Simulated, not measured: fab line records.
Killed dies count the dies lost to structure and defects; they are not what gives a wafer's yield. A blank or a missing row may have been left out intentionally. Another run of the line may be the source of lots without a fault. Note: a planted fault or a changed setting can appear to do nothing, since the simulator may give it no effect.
A lot that was struck, set against a sound lot | flow sky130 | 14 out of 708 route steps
Sound: these wafers, L252.1, L252.5, L252.6. The struck wafers were L264.1, L264.4, L264.6. Last of all comes the cause.
Order at every step that has rows: each side's tool, ch and its chambers, its first start. Under that, the readings that differ: sound wafers | struck wafers | difference of the means | sigmas: that difference in standard deviations of wafers without a fault.
alike: a reading whose means differ by less than 2 such deviations, as well as words and numbers matching on both sides. not compared: withheld readings; readings where some wafer has no value; bounds like >300 that might hide an equal value; numbers whose values overlap and for which the record gives no deviation.
The two part at a step that has a row with sigmas, a row that says differs or no value, or rows on one side only. Numbers that have no deviation but don't overlap get no sigmas and don't part them. A reading missing from all wafers of one side parts the sides only when that side holds two or more wafers.

first, 5 steps without rows for these wafers: SKY_SD_N_COAT_02 (resist thk 1140 nm); SKY_SD_N_SOFTBAKE_03 (time 60 s); SKY_SD_N_EXPOSE_04 (exposes mask NSDM, target cd 380 nm); SKY_SD_N_PEB_05; SKY_SD_N_DEVELOP_06 (develop time 60 s).
SKY_SD_N_CD_MEAS_07 targets a cd of 380 nm.
  sound: cd-sem-01 at day 28 22:20; struck: cd-sem-02 at day 33 22:23
  alike: cd-nm
SKY_SD_N_OVL_MEAS_08:
  sound: overlay-02 at day 28 22:28; struck: overlay-01 at day 33 22:30
  alike: SD_N_OVL
then, 2 steps without rows for these wafers: SKY_SD_N_IMPLANT_09; SKY_SD_N_IMPLANT_10.
SKY_SD_N_STRIP_11: strips in O2/N2.
  sound on plasma-asher-01 ch 0,1, day 28 22:47; struck on plasma-asher-04 ch 0,1, day 33 22:50
  alike: drypump-motor-current-A, oes-product-au, strip-time-to-endpoint-s
  not compared: rf-hours-counter-h
SKY_SD_N_TW_MEAS_12:
  sound: film-metro-03 at day 28 22:53; struck: film-metro-04 at day 33 22:56
  alike: SD_N_TW
then, 1 step without rows for these wafers: SKY_SD_N_CLEAN_13 (cleans in SC1/SC2, time 150 s).
SKY_SD_N_RTA_14: time 2 s.
  sound on rtp-anneal-02 ch 0, day 28 23:01; struck on rtp-anneal-02, day 33 23:02
  no value came back on the struck wafers for any of 5 readings (anneal-temp-c-max, chamber-o2-ppm and others); on the sound wafers anneal-temp-c-max reads 1079.0 1079.2 1079.4
SKY_SD_N_RS_MEAS_16: measurement is done with a four-point probe.
  sound: film-metro-02 at day 28 23:11; struck: film-metro-04 at day 33 23:13
  reading          | sound             | struck | difference                    | sigmas
  SD_N_RS (ohm/sq) | 68.35 68.40 68.45 | - - -  | no value on the struck wafers |

WHERE THEY PART
Last at SKY_SD_N_RS_MEAS_16 as far as this record goes, first at SKY_SD_N_RTA_14.

WHY: what had been put in by the simulator
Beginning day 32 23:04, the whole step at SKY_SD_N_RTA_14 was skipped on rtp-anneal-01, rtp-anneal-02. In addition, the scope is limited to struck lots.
